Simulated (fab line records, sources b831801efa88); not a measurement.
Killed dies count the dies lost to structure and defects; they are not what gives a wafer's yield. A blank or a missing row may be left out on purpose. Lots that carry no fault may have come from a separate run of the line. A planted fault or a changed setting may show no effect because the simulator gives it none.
Which tool is to blame? + flow gf180mcu + 36 wafers from 12 lots sampled at 3 of the route's 602 steps

== WHAT EACH GAUGE READ, for each wafer ==
GF_MVPSD_OVL_MEAS_07.
| lot  | measured     | on         | MVPSD_OVL (nm) |
|------|--------------|------------|----------------|
| L388 | day 5 00:10  | overlay-02 | 1.4 1.1 1.4    |
| L389 | day 5 07:37  | overlay-02 | 2.4 4.1 3.2    |
| L390 | day 5 19:31  | overlay-02 | 0.8 -1.5 -1.1  |
| L391 | day 6 00:37  | overlay-02 | -1.8 -2.9 -1.3 |
| L393 | day 6 05:44  | overlay-02 | -0.1 1.3 2.7   |
| L394 | day 6 17:12  | overlay-02 | 1.3 2.0 1.3    |
| L395 | day 6 22:27  | overlay-02 | 2.0 2.4 2.0    |
| L402 | day 8 11:58  | overlay-01 | 1.4 0.1 1.1    |
| L403 | day 8 19:26  | overlay-02 | - - -          |
| L405 | day 9 07:49  | overlay-02 | 2.7 1.0 1.5    |
| L406 | day 9 14:25  | overlay-02 | 2.5 1.7 2.3    |
| L411 | day 11 04:10 | overlay-01 | 0.6 2.1 2.7    |

GF_MVPSD_TW_MEAS_11.
| lot  | measured     | on            | MVPSD_TW    |
|------|--------------|---------------|-------------|
| L388 | day 5 00:37  | film metro-04 | 558 558 555 |
| L389 | day 5 08:02  | film metro-03 | 549 547 548 |
| L390 | day 5 19:56  | film metro-03 | 548 547 549 |
| L391 | day 6 01:02  | film metro-04 | 555 553 553 |
| L393 | day 6 06:10  | film metro-02 | 560 559 556 |
| L394 | day 6 17:41  | film metro-03 | 549 551 548 |
| L395 | day 6 22:53  | film metro-04 | 552 553 552 |
| L402 | day 8 12:25  | film metro-04 | 551 551 554 |
| L403 | day 8 19:53  | film metro-02 | 30 30 31    |
| L405 | day 9 08:14  | film metro-04 | 557 552 552 |
| L406 | day 9 14:50  | film metro-03 | 551 553 553 |
| L411 | day 11 04:36 | film metro-04 | 553 554 551 |

== TOOL THAT RAN EACH LOT (tool first, then ch and the chambers of the sampled wafers, then the start) ==
| lot  | GF_MVPSD_EXPOSE_04                  |
|------|-------------------------------------|
| L388 | iline stepper-01 ch 0, day 4 17:20  |
| L389 | iline stepper-01 ch 0, day 5 00:44  |
| L390 | iline stepper-02 ch 0, day 5 12:26  |
| L391 | iline stepper-01 ch 0, day 5 17:08  |
| L393 | iline stepper-02 ch 0, day 5 21:56  |
| L394 | iline stepper-02 ch 0, day 6 09:25  |
| L395 | iline stepper-02 ch 0, day 6 14:03  |
| L402 | iline stepper-01 ch 0, day 8 04:09  |
| L403 | iline stepper-01 ch 0, day 8 11:29  |
| L405 | iline stepper-01 ch 0, day 8 23:23  |
| L406 | iline stepper-01 ch 0, day 9 05:17  |
| L411 | iline stepper-01 ch 0, day 10 18:36 |
- GF_MVPSD_EXPOSE_04: exposes mask MVPSD, target cd 1000 nm.

== AS READ BY THE TOOLS THEMSELVES (means over the sampled wafers that have a number; for cases with no such wafer, the mark the record gives instead) ==
The record holds no such reading with a usual standard deviation.

== THE ANSWER, worked out from the rows above alone ==
Rule: usual is defined by the lots themselves. The widest of any qualifying gaps counts: lots, ordered by their means at a reading, are off when they make up no more than a third of the lots, leave a main group of 4 or more, and stand apart from it by 3 or more times the standard deviation of that group's means. Not used: any main group whose means are identical at the precision the tables above print for the reading. Also off: a lot with no number at a reading for which 4 or more lots have one. Where the step has rows for the other lots, those lots are counted as sound. After the gauges, taken in route order, come the tools' own readings; for these a lot's mean is taken, as printed above. The first step at which some lot is off is used, and at that step the reading that is off furthest; a lot without a number counts as furthest.
Off: L403, at GF_MVPSD_OVL_MEAS_07 (MVPSD_OVL). Without a number there: L403. Mean 1.2 nm and standard deviation 1.4 in the main group.
If a tool, at a process step before that reading, ran all the lots that are off and no sound lot after the first of them, it fits. Not tried: the gauges at GF_MVPSD_OVL_MEAS_07; whatever is off there is also off at GF_MVPSD_TW_MEAS_11, on other tools, and gauge error can't account for it. Of those tried, none fits.

== WHAT THE SIMULATOR HAD PUT IN ==
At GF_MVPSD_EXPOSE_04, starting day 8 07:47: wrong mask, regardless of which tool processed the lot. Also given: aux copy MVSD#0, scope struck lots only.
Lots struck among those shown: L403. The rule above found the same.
